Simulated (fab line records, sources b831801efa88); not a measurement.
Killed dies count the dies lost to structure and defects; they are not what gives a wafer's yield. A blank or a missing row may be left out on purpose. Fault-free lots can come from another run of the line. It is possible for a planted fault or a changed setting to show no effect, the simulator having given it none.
Which of the tools did it?    flow gf180mcu    18 wafers from 6 lots sampled at 4 of the route's 602 steps

== WHAT THE GAUGES READ, wafer by wafer ==
GF_V4_OVL_MEAS_15.
lot   measured      on          V4_OVL (nm)
L224  day 25 01:40  overlay-01  7 3 5
L226  day 25 15:25  overlay-01  -5 0 1
L229  day 26 12:43  overlay-01  -8 -2 -4
L232  day 27 17:20  overlay-02  -5 -4 -7
L240  day 29 21:58  overlay-02  3 -1 0
L244  day 31 10:04  overlay-02  -6 -7 -6

== EACH LOT AND THE TOOL THAT RAN IT (in order: tool; ch and the chambers of the sampled wafers; start) ==
lot   GF_NWELL_COAT_02                  GF_NWELL_STRIP_10                    GF_V3_CVD_02
L224  litho_track-02 ch 0, day 3 12:03  plasma_asher-01 ch 0,1, day 3 19:01  pecvd-02 ch 0,2, day 22 02:44
L226  litho_track-03 ch 0, day 3 22:57  plasma_asher-04 ch 0,1, day 4 06:10  pecvd-03 ch 0,1,2, day 22 17:43
L229  litho_track-01 ch 0, day 4 13:37  plasma_asher-01 ch 0,1, day 4 20:34  pecvd-03 ch 0,2, day 23 16:27
L232  litho_track-01 ch 0, day 5 07:11  plasma_asher-02 ch 0,1, day 5 14:35  pecvd-04 ch 0,1, day 24 23:16
L240  litho_track-01 ch 0, day 7 03:55  plasma_asher-01 ch 0,1, day 7 11:16  pecvd-02 ch 1,2, day 27 08:58
L244  litho_track-03 ch 0, day 8 05:40  plasma_asher-01 ch 0,1, day 8 14:01  pecvd-04 ch 0,1,2, day 29 00:26
- GF_NWELL_COAT_02: resist thk 3000 nm.
- GF_NWELL_STRIP_10: strips in O2/N2.
- GF_V3_CVD_02: deposits SiO2 from TEOS, target thk 850 nm, time 94.851 s.

== THE ANSWER, worked out from the rows above alone ==
Rule: the lots themselves supply what counts as usual. Put in order of their means at a reading, lots are off if they are a third of the lots or fewer, leave a main group of 4 or more, and stand apart from it by a gap of 3 or more times the standard deviation of the main group's means; of several such gaps the widest counts. A main group is skipped when, at the precision printed for the reading in the tables above, its means are all equal. Also off: a lot with no number at a reading for which 4 or more lots have one. All remaining lots with rows at the step are treated as sound.
Across all readings shown, no lot is off: no conclusion can be drawn from this.

== WHAT THE SIMULATOR HAD INSERTED ==
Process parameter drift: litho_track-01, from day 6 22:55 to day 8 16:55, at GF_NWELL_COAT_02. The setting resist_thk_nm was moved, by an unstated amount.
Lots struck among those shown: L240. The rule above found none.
